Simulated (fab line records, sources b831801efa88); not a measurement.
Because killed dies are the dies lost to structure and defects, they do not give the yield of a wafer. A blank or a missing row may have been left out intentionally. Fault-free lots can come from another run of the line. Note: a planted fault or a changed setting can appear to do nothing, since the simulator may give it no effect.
Which of the tools did it? + flow sky130 + at 1 step of a route of 708, 6 lots with 18 wafers sampled

== WHAT EACH GAUGE READ, for each wafer ==
SKY_SONOS_ONO_OVL_MEAS_14.
| lot  | measured     | on         | SONOS_ONO_OVL (nm) |
|------|--------------|------------|--------------------|
| L460 | day 12 16:43 | overlay-02 | 0.8 -0.4 -1.0      |
| L462 | day 13 10:19 | overlay-01 | 1.6 0.3 0.8        |
| L464 | day 14 04:46 | overlay-01 | -3.2 0.1 -1.5      |
| L466 | day 14 18:28 | overlay-01 | 2.3 2.3 1.6        |
| L468 | day 15 09:37 | overlay-02 | -0.3 1.2 0.6       |
| L478 | day 19 17:06 | overlay-01 | 3.2 0.4 1.2        |

== WHICH TOOL RAN EACH LOT (tool, then ch and the chambers of the sampled wafers, then the start) ==
No process step before these readings appears in the record.

== THE ANSWER, worked out from the rows above alone ==
Rule: the usual values come from the lots themselves. The widest of any qualifying gaps counts: lots, ordered by their means at a reading, are off when they make up no more than a third of the lots, leave a main group of 4 or more, and stand apart from it by 3 or more times the standard deviation of that group's means. The tables above print the reading to a certain number of digits; a main group whose means all agree to those digits is not used. A lot without any number at a reading at which 4 lots or more have one is off too. Where the step has rows for the other lots, those lots are counted as sound.
No lot is off on any of the readings shown, so nothing can be concluded from this.

== WHAT WAS PUT IN BY THE SIMULATOR ==
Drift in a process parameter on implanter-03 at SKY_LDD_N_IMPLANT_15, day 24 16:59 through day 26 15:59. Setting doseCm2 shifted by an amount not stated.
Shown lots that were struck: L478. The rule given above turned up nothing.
